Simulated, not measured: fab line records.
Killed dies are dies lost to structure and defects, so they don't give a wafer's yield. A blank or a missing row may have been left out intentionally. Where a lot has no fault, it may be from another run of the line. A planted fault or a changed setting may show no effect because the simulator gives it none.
One fault through the eyes of 2 desks | flow sky130 | what lay behind the numbers comes last; until then each desk has only its own

THE TOOL OWNER'S DESK: hdpcvd-02
The tool's own readings at SKY_VIA4_HDPCVD_00 (deposits SiO2, target thk 1750 nm, time 291.7 s): means of the sampled wafers that have a number, for each lot that ran on this tool. Marked OUT: a lot whose mean sits more than 4 standard deviations from the usual mean, which makes it out of limits; the brackets give that distance.
Columns: A = runLengthS at SKY_VIA4_HDPCVD_00, usual 319.7 s
lot  | first seen here | A
L124 | day 43 08:25    | 319.7
L123 | day 43 11:02    | 319.2
L125 | day 44 14:28    | 319.3
L132 | day 46 02:38    | 347.0 (+41) OUT
L134 | day 46 07:17    | 347.1 (+41) OUT
Finding of this desk: L132, L134 out of limits; the first was L132 at day 46 02:38, on runLengthS at SKY_VIA4_HDPCVD_00. L124, L123, L125 stayed within limits.

METROLOGY DESK
Lot by lot, what the gauges showed, no matter which tool ran the lot: averages of those sampled wafers that carry a number. Marked OUT: a lot whose mean sits more than 4 standard deviations from the usual mean, which makes it out of limits; the brackets give that distance.
Columns: A = VIA4_HDPCVD_THK at SKY_VIA4_THK_MEAS_01, usual 1748 nm
lot  | first seen here | A
L120 | day 42 08:44    | 1769
L121 | day 42 11:36    | 1739
L119 | day 42 13:02    | 1769
L124 | day 43 08:35    | 1729
L122 | day 43 09:58    | 1749
L123 | day 43 11:13    | 1740
L126 | day 44 12:32    | 1749
L125 | day 44 14:38    | 1735
L128 | day 45 00:08    | 1753
L132 | day 46 02:49    | 1923 (+10) OUT
L134 | day 46 07:29    | 1925 (+10) OUT
L137 | day 46 19:34    | 1745
L138 | day 47 00:16    | 1723
This desk finds L132, L134 out of limits, with the earliest case on L132 at day 46 02:49 (VIA4_HDPCVD_THK at SKY_VIA4_THK_MEAS_01). L120, L121, L119, L124, L122, L123, L126, L125, L128, L137, L138 stayed within limits.

BROUGHT TOGETHER
At day 46 02:38, on L132, L134, the tool owner's desk was in a position to raise an alarm.
L132, L134 would have let the metrology desk raise an alarm at day 46 02:49.
On hdpcvd-02, each named lot ran SKY_VIA4_HDPCVD_00.

WHAT THE SIMULATOR HAD PUT IN
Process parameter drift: hdpcvd-02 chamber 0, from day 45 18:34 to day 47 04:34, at SKY_VIA4_HDPCVD_00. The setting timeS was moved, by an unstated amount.
Shown lots that were struck: L132, L134.
Time in hours from fault onset to the first out-of-limits reading at each desk: tool owner's desk 8, metrology desk 8.
